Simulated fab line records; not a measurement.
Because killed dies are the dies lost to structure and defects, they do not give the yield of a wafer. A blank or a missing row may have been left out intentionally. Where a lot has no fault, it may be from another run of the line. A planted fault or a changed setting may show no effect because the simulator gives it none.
fab line records | flow sfqLine
[record] lots = 7 wafers = 21 lastDay = 92
route steps=325 shown M6@255 I6@266 M7@281
lots that met no fault: taken from a fault-free run of the same line
startH: hours from the record's opening day to when the first of the lot's shown wafers began | waitH: how many hours have passed since the lot's step before this one | " unchanged from the row above | L1.1+2: several wafers, shown together as one row | - value missing, or start not given | * or withheld: withheld | < > ~ a bound
route shown NAME@n: a module of which the file shows steps, and the number in the route of the first | usual: mean/standard deviation taken from wafers without a fault | same: alike in all rows | chamber/n: place in a boat | sites: per-site readings | _std_site: how widely they spread, as a standard deviation | _edge_site: the outer-site mean with the inner-site mean subtracted | radiusMm: for every site, how far away it sits from the centre of the wafer | mask NAME#n: copy n | behind: tool/chamber where the wafer was last shaped | hold: reason for holding the lot/hours on hold/outcome of the hold | device: transistor that didn't switch, given as n, p or np | end of line: tests run on the same wafers once the route is complete | for a step that has no rows: nothing shown but its recipe | killed: dies that structure and defects cost at the first sort, which is not the same as the wafer's yield | map: a wafer's dies, marking killed ones x, the rest . and places with no die _
set.NAME: the run value of the setting; set.NAME@STEP: its run value at that earlier step | model.NAME: the simulator's own value behind a step, which no gauge read
lots at selected steps of the route; one table per step, one row per wafer
services: a tool's chamber out of use, with start hour (startH, from the record's first day; less than 0 if before it), hours out, and reason
[[steps]]
[step SFQ_TRILAYER_M6_LITHO_COAT_164]
[recipe] resist = BARC spinRpm = 3000 resistThkNm = 62
[step SFQ_TRILAYER_M6_LITHO_COAT_159]
[recipe] resist = KrF spinRpm = 3000 resistThkNm = 600
[step SFQ_TRILAYER_M6_LITHO_SOFTBAKE_163]
[recipe] tempC = withheld timeS = withheld resist = KrF
[step SFQ_TRILAYER_M6_LITHO_EXPOSE_160]
[recipe] maskId = M6 na = 0.6 sourceShape = conventional sigmaOuter = 0.65 targetCdNm = 500 doseMj = 14.4
[step SFQ_TRILAYER_M6_LITHO_PEB_162]
[recipe] pebTempC = 115 pebTimeS = 60 resist = KrF
[step SFQ_TRILAYER_M6_LITHO_DEVELOP_161]
[recipe] timeS = 60 resist = KrF
[step SFQ_M6_OVL_MEAS_940]
[usual] M6_OVL = -2/6.4
// columns lot.wafer tool chamber startH waitH M6_OVL[nm]
L601.2 overlay-01 - 1870.52 0.1 2
L601.5 " - " " -4
L601.6 " - " " -6
L608.3 overlay-01 - 1887.32 0.1 -5
L608.5 " - " " -7
L608.6 " - " " -11
L616.1 overlay-02 - 2011.47 0.1 -15
L616.4 " - " " 3
L616.6 " - " " 1
L617.1 overlay-02 - 2023.47 0.1 2
L617.3 " - " " -3
L617.6 " - " " -4
L618.2 overlay-02 - 2034.28 0.1 2
L618.3 " - " " -7
L618.5 " - " " 0
L620.3 overlay-02 - 2041.49 0.1 -8
L620.4 " - " " 6
L620.5 " - " " -3
L621.2 overlay-02 - 2043.88 0.1 -7
L621.4 " - " " -1
L621.6 " - " " 2
[step SFQ_TRILAYER_M6_BARC_OPEN_METAL_ETCH_206]
[recipe] maskMaterial = PR chemistry = O2 targetDepthNm = 125 target = BARC icpW = 600 biasW = 80 pressureMtorr = 10 timeS = 41.7
[usual] drypumpMotorCurrentA = 5.72/0.19 oesProductAu = 0.685/0.0044
// columns lot.wafer tool chamber startH waitH drypumpMotorCurrentA oesProductAu rfHoursCounterH
L601.2 rieMetal-01 1 1870.55 0.0 5.69 0.693 91
L601.5 " 1 " " 5.72 0.691 -
L601.6 " 0 " " 5.81 0.690 -
L608.3 rieMetal-02 1 1887.37 0.0 5.75 0.688 -
L608.5 " 1 " " 5.76 0.683 -
L608.6 " 0 " " 6.06 0.679 -
L616.1 rieMetal-01 0 2011.51 0.0 5.83 0.687 36
L616.4 " 1 " " 5.70 0.687 -
L616.6 " 1 " " 5.71 0.686 -
L617.1 rieMetal-03 0 2023.51 0.0 5.62 0.683 67
L617.3 " 0 " " 5.60 0.682 -
L617.6 " 1 " " 5.34 0.689 -
L618.2 rieMetal-01 0 2034.31 0.0 5.84 0.689 40
L618.3 " 0 " " 5.82 0.687 -
L618.5 " 0 " " 5.82 0.685 -
L620.3 rieMetal-02 0 2041.53 0.0 5.99 0.687 -
L620.4 " 1 " " 5.76 0.687 -
L620.5 " 0 " " 6.01 0.693 -
L621.2 rieMetal-02 1 2043.91 0.0 5.71 0.678 33
L621.4 " 0 " " 5.96 0.690 -
L621.6 " 0 " " 5.99 0.684 -
[step SFQ_TRILAYER_M6_ETCH_METAL_ETCH_162]
[recipe] target = Nb stopOn = SiO2 maskMaterial = PR chemistry = Cl2/Ar targetDepthNm = 240 icpW = 600 biasW = 80 pressureMtorr = 10 timeS = 120
[usual] drypumpMotorCurrentA = 5.72/0.19 oesProductAu = 0.897/0.007
// columns lot.wafer tool chamber startH waitH drypumpMotorCurrentA oesProductAu rfHoursCounterH
L601.2 rieMetal-01 1 1870.61 0.0 5.68 0.908 91
L601.5 " 1 " " 5.69 0.902 -
L601.6 " 0 " " 5.83 0.901 -
L608.3 rieMetal-02 1 1887.45 0.1 5.74 0.899 -
L608.5 " 1 " " 5.75 0.893 -
L608.6 " 0 " " 5.98 0.883 -
L616.1 rieMetal-01 0 2011.57 0.0 5.78 0.897 36
L616.4 " 1 " " 5.73 0.894 -
L616.6 " 1 " " 5.71 0.897 -
L617.1 rieMetal-03 0 2023.57 0.0 5.57 0.898 67
L617.3 " 0 " " 5.59 0.897 -
L617.6 " 1 " " 5.30 0.896 -
L618.2 rieMetal-01 0 2034.37 0.0 5.83 0.887 40
L618.3 " 0 " " 5.85 0.894 -
L618.5 " 0 " " 5.83 0.898 -
L620.3 rieMetal-02 0 2041.61 0.1 5.93 0.900 -
L620.4 " 1 " " 5.75 0.900 -
L620.5 " 0 " " 5.94 0.901 -
L621.2 rieMetal-02 1 2043.97 0.0 5.76 0.901 33
L621.4 " 0 " " 6.02 0.885 -
L621.6 " 0 " " 6.00 0.893 -
[step SFQ_TRILAYER_M6_STRIP_STRIP_163]
[recipe] gas = O2 powerW = 200 platenTempC = 40 overashFraction = 0.65 chemistry = O2 pressureMtorr = 50
[step SFQ_TRILAYER_M6_STRIP_SOLV_CLEAN_164]
[recipe] chemistry = NMP tempC = 70 timeS = 600
[step SFQ_TRILAYER_I6_DEP_PECVD_165]
[recipe] material = SiO2 tempC = 150 timeS = 111.11 pressureTorr = 2.4 rfW = 183.3 precursor = SiH4/N2O targetThkNm = 500
[usual] chamberPressureTorr = 2.400/0.0058 heaterPowerOuterW = 31/11 heaterPowerW = 88/20 showerheadVppV = 849/43 throttleValvePct = 25.0/1.5
// columns lot.wafer tool chamber startH waitH chamberPressureTorr heaterPowerOuterW heaterPowerW showerheadVppV throttleValvePct
L601.2 pecvd-02 2 1871.51 0.0 2.399 35 89 825 25.8
L601.5 " 0 " " 2.398 25 81 789 24.1
L601.6 " 2 " " 2.395 38 91 820 25.6
L608.3 pecvd-04 0 1888.31 0.0 2.405 26 81 803 23.1
L608.5 " 0 " " 2.415 28 85 788 23.0
L608.6 " 1 " " 2.399 49 102 831 22.2
L616.1 pecvd-01 2 2012.47 0.0 - - - - -
L616.4 " 1 " " - - - - -
L616.6 " 0 " " - - - - -
L617.1 pecvd-04 0 2024.47 0.0 - - - - -
L617.3 " 1 " " - - - - -
L617.6 " 1 " " - - - - -
L618.2 pecvd-01 1 2035.45 0.0 - - - - -
L618.3 " 0 " " - - - - -
L618.5 " 2 " " - - - - -
L620.3 pecvd-02 2 2042.65 0.0 2.403 35 85 818 25.8
L620.4 " 0 " " 2.406 29 90 788 24.2
L620.5 " 2 " " 2.389 37 89 808 25.9
L621.2 pecvd-01 0 2045.05 0.0 2.389 12 49 832 25.2
L621.4 " 2 " " 2.406 29 85 891 27.7
L621.6 " 0 " " 2.391 13 52 850 24.9
[step SFQ_TRILAYER_I6_CMP_CMP_166]
[recipe] material = SiO2 downForcePsi = 3 platenRpm = 60 padVelocityMS = 0.94248
[usual] motorCurrentA = 10.7/0.8 timeToEndpointS = 215/6.4
// columns lot.wafer tool chamber startH waitH motorCurrentA timeToEndpointS
L601.2 cmp-02 2 1874.18 2.6 10.1 216
L601.5 " 2 1876.18 4.6 9.8 223
L601.6 " 3 " " 11.5 220
L608.3 cmp-02 3 1889.39 1.0 11.2 213
L608.6 " 1 1890.39 2.0 11.4 223
L608.5 " 2 " " 10.4 215
L616.4 cmp-02 3 2012.55 0.0 10.9 -
L616.1 " 2 2014.05 1.5 10.3 -
L616.6 " 0 2015.05 2.5 10.5 -
L617.3 cmp-02 0 2025.05 0.5 11.3 -
L617.1 " 1 " " 11.2 -
L617.6 " 0 2027.05 2.5 11.5 -
L618.3 cmp-01 2 2036.52 1.0 11.0 -
L618.2 " 3 " " 9.8 -
L618.5 " 0 " " 11.4 -
L620.3 cmp-02 2 2043.22 0.5 10.9 208
L620.4 " 0 2044.22 1.5 11.2 214
L620.5 " 1 " " 11.7 220
L621.4 cmp-01 1 2045.12 0.0 9.2 217
L621.2 " 3 2046.20 1.1 9.7 216
L621.6 " 1 2047.28 2.2 9.3 221
[step SFQ_I6_BOW_MEAS_941]
[recipe] mode = bow
[usual] I6_BOW = 6/11
// columns lot.wafer tool chamber startH waitH I6_BOW[um]
L601.2 filmMetro-02 - 1877.20 2.5 7
L601.5 " - " " 14
L601.6 " - " " 1
L608.3 filmMetro-04 - 1891.43 1.5 -22
L608.5 " - " " -11
L608.6 " - " " -9
L616.1 filmMetro-04 - 2015.55 1.0 21
L616.4 " - " " 24
L616.6 " - " " 18
L617.1 filmMetro-01 - 2027.55 1.5 18
L617.3 " - " " 23
L617.6 " - " " 21
L618.2 filmMetro-02 - 2038.54 1.0 -5
L618.3 " - " " -4
L618.5 " - " " 7
L620.3 filmMetro-04 - 2045.76 2.0 10
L620.4 " - " " 6
L620.5 " - " " 9
L621.2 filmMetro-02 - 2048.37 1.6 9
L621.4 " - " " 12
L621.6 " - " " 5
[step SFQ_TRILAYER_I6_METRO_MEASURE_167]
// columns lot.wafer tool chamber startH waitH
L601.2+5+6 filmMetro-02 - 1877.50 0.3
L608.3+5+6 filmMetro-04 - 1891.91 0.5
L616.1+4+6 filmMetro-04 - 2015.67 0.1
L617.1+3+6 filmMetro-01 - 2027.67 0.1
L618.2+3+5 filmMetro-02 - 2038.84 0.3
L620.3+4+5 filmMetro-04 - 2046.24 0.5
L621.2+4+6 filmMetro-02 - 2048.67 0.3
[step SFQ_TRILAYER_I6_VIA_LITHO_COAT_174]
[recipe] resist = BARC spinRpm = 3000 resistThkNm = 62
[step SFQ_TRILAYER_I6_VIA_LITHO_COAT_169]
[recipe] resist = KrF spinRpm = 3000 resistThkNm = 650
[step SFQ_TRILAYER_I6_VIA_LITHO_SOFTBAKE_173]
[recipe] tempC = withheld timeS = withheld resist = KrF
[step SFQ_TRILAYER_I6_VIA_LITHO_EXPOSE_170]
[recipe] maskId = I6 na = 0.6 sourceShape = conventional sigmaOuter = 0.65 targetCdNm = 700 doseMj = 21.3
[step SFQ_TRILAYER_I6_VIA_LITHO_PEB_172]
[recipe] pebTempC = 115 pebTimeS = 60 resist = KrF
[step SFQ_TRILAYER_I6_VIA_LITHO_DEVELOP_171]
[recipe] timeS = 60 resist = KrF
[step SFQ_I6_OVL_MEAS_942]
[usual] I6_OVL = 3/6.5
// columns lot.wafer tool chamber startH waitH I6_OVL[nm]
L601.2 overlay-01 - 1973.97 0.1 4
L601.5 " - " " 12
L601.6 " - " " 9
L608.3 overlay-02 - 1985.97 0.1 6
L608.5 " - " " 7
L608.6 " - " " 4
L616.1 overlay-02 - 2091.89 0.1 -8
L616.4 " - " " 1
L616.6 " - " " 3
L617.1 overlay-02 - 2101.49 0.1 -3
L617.3 " - " " -3
L617.6 " - " " -1
L618.2 overlay-01 - 2107.42 0.1 6
L618.3 " - " " 12
L618.5 " - " " 14
L620.3 overlay-01 - 2111.02 0.1 -2
L620.4 " - " " 0
L620.5 " - " " -2
L621.2 overlay-01 - 2112.22 0.1 6
L621.4 " - " " 5
L621.6 " - " " 0
[step SFQ_TRILAYER_I6_VIA_BARC_OPEN_VIA_ETCH_235]
[recipe] maskMaterial = PR chemistry = O2 targetDepthNm = 125 target = BARC sourceW = 500 biasW = 80 pressureMtorr = 30 timeS = 41.7
[usual] drypumpMotorCurrentA = 5.7/0.41 oesProductAu = 0.685/0.0046
// columns lot.wafer tool chamber startH waitH drypumpMotorCurrentA oesProductAu rfHoursCounterH
L601.2 rieDiel-03 0 1974.00 0.0 6.1 0.681 6
L601.5 " 1 " " 5.9 0.698 -
L601.6 " 0 " " 6.2 0.683 -
L608.3 rieDiel-04 3 1986.00 0.0 6.1 0.688 11
L608.5 " 1 " " 6.0 0.685 -
L608.6 " 0 " " 5.8 0.696 -
L616.1 rieDiel-03 1 2091.92 0.0 5.9 0.684 20
L616.4 " 3 " " 5.6 0.690 0
L616.6 " 0 " " 6.2 0.692 -
L617.1 rieDiel-04 3 2101.52 0.0 6.1 0.685 12
L617.3 " 1 " " 6.0 0.682 2
L617.6 " 1 " " 6.0 0.686 -
L618.2 rieDiel-04 3 2107.45 0.0 6.1 0.677 12
L618.3 " 2 " " 5.1 0.675 13
L618.5 " 1 " " 6.1 0.686 -
L620.3 rieDiel-04 0 2111.05 0.0 5.8 0.684 6
L620.4 " 1 " " 6.1 0.680 2
L620.5 " 3 " " 6.1 0.689 -
L621.2 rieDiel-02 2 2112.25 0.0 6.0 0.686 4
L621.4 " 1 " " 4.8 0.690 17
L621.6 " 1 " " 4.8 0.686 -
[step SFQ_TRILAYER_I6_VIA_ETCH_VIA_ETCH_172]
[recipe] target = SiO2 stopOn = Nb maskMaterial = PR taperDeg = 20 chemistry = CHF3 targetDepthNm = 260 sourceW = 500 biasW = 80 pressureMtorr = 30 timeS = withheld
[usual] drypumpMotorCurrentA = 5.7/0.41 oesProductAu = 0.854/0.0049
// columns lot.wafer tool chamber startH waitH drypumpMotorCurrentA oesProductAu model.etch.depthNm
L601.2 rieDiel-03 0 1974.04 0.0 6.2 0.853 199.2
L601.5 " 1 " " 5.9 0.860 200.9
L601.6 " 0 " " 6.2 0.852 200.9
L608.3 rieDiel-04 3 1986.04 0.0 6.1 0.851 199.8
L608.5 " 1 " " 6.0 0.857 200
L608.6 " 0 " " 5.8 0.857 200
L616.1 rieDiel-03 1 2091.96 0.0 5.9 0.369 0
L616.4 " 3 " " 5.5 0.379 0
L616.6 " 0 " " 6.2 0.376 0
L617.1 rieDiel-04 3 2101.56 0.0 6.1 0.382 0
L617.3 " 1 " " 6.1 0.374 0
L617.6 " 1 " " 6.1 0.369 0
L618.2 rieDiel-04 3 2107.49 0.0 6.1 0.377 0
L618.3 " 2 " " 5.1 0.371 0
L618.5 " 1 " " 6.0 0.372 0
L620.3 rieDiel-04 0 2111.09 0.0 5.8 0.856 199.8
L620.4 " 1 " " 6.1 0.862 200.3
L620.5 " 3 " " 6.1 0.850 200.8
L621.2 rieDiel-02 2 2112.29 0.0 6.0 0.849 198.9
L621.4 " 1 " " 4.8 0.845 198.7
L621.6 " 1 " " 4.8 0.856 198.7
[step SFQ_TRILAYER_I6_VIA_STRIP_STRIP_173]
[recipe] gas = O2 powerW = 200 platenTempC = 40 overashFraction = 0.65 chemistry = O2 pressureMtorr = 50
[usual] drypumpMotorCurrentA = 5.49/0.22 oesProductAu = 1.000/0.0073
// columns lot.wafer tool chamber startH waitH drypumpMotorCurrentA oesProductAu rfHoursCounterH
L601.2 rieMetal-04 0 1974.35 - 5.16 0.993 -
L601.5 " 0 " " 5.17 1.000 -
L601.6 " 0 " " 5.17 0.982 -
L608.3 rieMetal-03 0 1986.35 - 5.60 0.987 -
L608.5 " 1 " " 5.34 1.006 -
L608.6 " 0 " " 5.57 1.001 -
L616.1 rieMetal-04 0 2092.08 - 5.18 1.002 106
L616.4 " 0 " " 5.17 1.009 -
L616.6 " 0 " " 5.16 1.000 -
L617.1 rieMetal-03 0 2101.68 - 5.63 0.990 80
L617.3 " 0 " " 5.58 0.986 -
L617.6 " 0 " " 5.56 0.982 -
L618.2 rieMetal-01 0 2107.60 - 5.81 1.004 51
L618.3 " 0 " " 5.82 1.014 -
L618.5 " 0 " " 5.83 1.005 -
L620.3 rieMetal-03 0 2111.40 - 5.59 0.993 -
L620.4 " 1 " " 5.30 1.002 -
L620.5 " 0 " " 5.59 0.994 -
L621.2 rieMetal-01 1 2112.40 - 5.69 1.010 129
L621.4 " 1 " " 5.70 0.998 -
L621.6 " 0 " " 5.82 1.003 -
[step SFQ_TRILAYER_I6_VIA_STRIP_SOLV_CLEAN_174]
[recipe] chemistry = NMP tempC = 70 timeS = 600
[step SFQ_TRILAYER_M7_DEP_PRE_CLEAN_176]
[recipe] gas = Ar timeS = 22.5 biasV = 250
[step SFQ_TRILAYER_M7_DEP_SPUTTER_175]
[recipe] material = Nb basePressurePa = 1.33e-06 chamberPressurePa = 0.1333 substrateTempC = 20 targetThkNm = 200 powerW = 2000 timeS = 133.3
[step SFQ_M7_RS_MEAS_943]
[recipe] thkMeasGauge = four-point-probe reads = Nb_of_TRILAYER_M7_DEP_SPUTTER_175
[usual] M7_NB_RS = 0.890/0.0082
// columns lot.wafer tool chamber startH waitH M7_NB_RS[ohm/sq]
L601.2 filmMetro-04 - 1975.66 0.1 0.884
L601.5 " - " " 0.887
L601.6 " - " " 0.888
L608.3 filmMetro-04 - 1987.08 0.1 0.900
L608.5 " - " " 0.898
L608.6 " - " " 0.892
L616.1 filmMetro-04 - 2092.97 0.0 0.897
L616.4 " - " " 0.886
L616.6 " - " " 0.889
L617.1 filmMetro-04 - 2102.61 0.1 0.908
L617.3 " - " " 0.902
L617.6 " - " " 0.914
L618.2 filmMetro-02 - 2108.52 0.1 0.884
L618.3 " - " " 0.878
L618.5 " - " " 0.876
L620.3 filmMetro-02 - 2112.14 0.1 0.875
L620.4 " - " " 0.881
L620.5 " - " " 0.877
L621.2 filmMetro-04 - 2113.33 0.1 0.891
L621.4 " - " " 0.895
L621.6 " - " " 0.882
[step SFQ_TRILAYER_M7_LITHO_COAT_182]
[recipe] resist = BARC spinRpm = 3000 resistThkNm = 62
[step SFQ_TRILAYER_M7_LITHO_COAT_177]
[recipe] resist = KrF spinRpm = 3000 resistThkNm = 600
[step SFQ_TRILAYER_M7_LITHO_SOFTBAKE_181]
[recipe] tempC = withheld timeS = withheld resist = KrF
[step SFQ_TRILAYER_M7_LITHO_EXPOSE_178]
[recipe] maskId = M7 na = 0.6 sourceShape = conventional sigmaOuter = 0.65 targetCdNm = 500 doseMj = 14.4
[usual] exposureDoseMJCm2 = 14.400/0.014 focusOffsetNm = 0.0/0.52
// columns lot.wafer tool chamber startH waitH mask exposureDoseMJCm2 focusOffsetNm
L601.2 krfScanner-01 0 1976.77 - M7#0 14.389 0.4
L601.5 " 0 " " M7#0 14.418 0.3
L601.6 " 0 " " M7#0 14.402 -0.3
L608.3 krfScanner-01 0 1992.57 - M7#0 14.406 -0.4
L608.5 " 0 " " M7#0 14.383 -0.4
L608.6 " 0 " " M7#0 14.415 0.3
L616.1 krfScanner-01 - 2096.31 - M7#0 - -
L616.4 " - " " M7#0 - -
L616.6 " - " " M7#0 - -
L617.1 krfScanner-01 - 2104.71 - M7#0 - -
L617.3 " - " " M7#0 - -
L617.6 " - " " M7#0 - -
L618.2 krfScanner-02 - 2172.24 - M7#0 - -
L618.3 " - " " M7#0 - -
L618.5 " - " " M7#0 - -
L620.3 krfScanner-02 0 2179.64 - M7#0 14.425 1.1
L620.4 " 0 " " M7#0 14.419 0.4
L620.5 " 0 " " M7#0 14.416 -0.5
L621.2 krfScanner-02 0 2181.84 - M7#0 14.410 0.2
L621.4 " 0 " " M7#0 14.421 0.4
L621.6 " 0 " " M7#0 14.426 -0.4
[step SFQ_TRILAYER_M7_LITHO_PEB_180]
[recipe] pebTempC = 115 pebTimeS = 60 resist = KrF
[[services]]
// columns tool chamber startH hours kind
rieMetal-01 - 1850.55 1.1 repair
rieDiel-03 2 1852.34 8.2 repair
rieMetal-02 1 1859.19 11.2 repair
cmp-02 - 1859.24 4.5 repair
rieMetal-03 - 1873.90 2.8 pm
rieDiel-04 - 1875.12 14.6 pm
rieDiel-03 - 1884.42 0.5 repair
rieDiel-03 - 1903.67 0.5 repair
rieDiel-04 0 1928.38 4.9 repair
rieMetal-03 0 1931.39 4.8 repair
rieDiel-04 2 1938.07 8.6 repair
cmp-02 - 1940.18 1.5 repair
rieMetal-03 0 1980.11 5.3 repair
rieDiel-04 1 2001.16 6.3 repair
rieMetal-02 0 2006.28 15.7 repair
cmp-02 - 2061.81 11.5 pm
rieMetal-01 0 2072.61 4.0 repair
cmp-02 - 2073.29 4.9 pm
cmp-02 - 2111.98 4.0 pm
rieMetal-02 - 2114.80 0.9 repair
cmp-02 - 2129.68 0.6 repair
cmp-02 - 2144.10 2.5 repair
cmp-02 - 2162.19 0.6 repair
rieMetal-01 - 2175.15 28.1 pm
[[key]]
[firstSign] step = SFQ_TRILAYER_I6_DEP_PECVD_165 reading = toolRecord direction = missing
[effect] step = SFQ_TRILAYER_I6_VIA_ETCH_VIA_ETCH_172 reading = oesProductAu direction = down sigmas = 97 usual = 0.854 struck = 0.374
[effect] step = SFQ_TRILAYER_M7_LITHO_EXPOSE_178 reading = toolRecord direction = missing
[modelEffect] step = SFQ_TRILAYER_I6_VIA_ETCH_VIA_ETCH_172 value = etch.depthNm without = 199.6 struck = 0
metAt SFQ_TRILAYER_I6_DEP_PECVD_165
struckWafers L616.1,L616.4,L616.6,L617.1,L617.3,L617.6,L618.2,L618.3,L618.5
onsetBetween 1888.31 2012.47
[fault] kind = skippedStepWhole tool = pecvd-01,pecvd-04 chamber = - onsetH = 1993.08 steps = SFQ_TRILAYER_I6_DEP_PECVD_165 scope = struckLotsOnly
